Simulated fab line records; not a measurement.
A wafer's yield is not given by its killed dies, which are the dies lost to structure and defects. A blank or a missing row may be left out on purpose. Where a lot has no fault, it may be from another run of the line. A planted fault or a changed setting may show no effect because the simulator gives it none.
Which tool did it? / flow sky130 / 6 lots with 18 wafers sampled at 2 steps, on a route of 708 steps

## WHAT EACH GAUGE READ, for each wafer
SKY_SD_N_CD_MEAS_07 targets a cd of 380 nm.
lot=L504; measured=day 28 18:06; on=cdSem-02; cdNm (nm)=384.2 380.7 381.4
lot=L507; measured=day 30 00:37; on=cdSem-02; cdNm (nm)=379.4 380.3 377.7
lot=L509; measured=day 30 14:36; on=cdSem-02; cdNm (nm)=381.3 379.6 380.5
lot=L514; measured=day 32 05:42; on=cdSem-01; cdNm (nm)=378.5 376.1 378.4
lot=L516; measured=day 32 18:30; on=cdSem-02; cdNm (nm)=379.6 381.9 379.1
lot=L523; measured=day 34 20:48; on=cdSem-02; cdNm (nm)=376.8 379.3 378.5

## WHAT TOOL EACH LOT RAN ON (gives the tool, then ch and the chambers of the sampled wafers, and finally the start)
lot=L504; SKY_SD_P_STRIP_10=plasmaAsher-04 ch 0,1, day 26 08:53
lot=L507; SKY_SD_P_STRIP_10=plasmaAsher-04 ch 0,1, day 27 16:13
lot=L509; SKY_SD_P_STRIP_10=plasmaAsher-02 ch 0, day 28 06:46
lot=L514; SKY_SD_P_STRIP_10=plasmaAsher-02 ch 0,1, day 30 00:13
lot=L516; SKY_SD_P_STRIP_10=plasmaAsher-04 ch 0,1, day 30 16:13
lot=L523; SKY_SD_P_STRIP_10=plasmaAsher-04 ch 0,1, day 32 16:25
- SKY_SD_P_STRIP_10: strips in O2/N2.

## THE ANSWER, worked out from the rows above alone
Rule: usual is defined by the lots themselves. The widest of any qualifying gaps counts: lots, ordered by their means at a reading, are off when they make up no more than a third of the lots, leave a main group of 4 or more, and stand apart from it by 3 or more times the standard deviation of that group's means. A main group is skipped when, at the precision printed for the reading in the tables above, its means are all equal. A lot without any number at a reading at which 4 lots or more have one is off too. All remaining lots with rows at the step are treated as sound.
Nothing can be told from this: no lot is off at any reading shown.

## WHAT HAD BEEN PUT IN BY THE SIMULATOR
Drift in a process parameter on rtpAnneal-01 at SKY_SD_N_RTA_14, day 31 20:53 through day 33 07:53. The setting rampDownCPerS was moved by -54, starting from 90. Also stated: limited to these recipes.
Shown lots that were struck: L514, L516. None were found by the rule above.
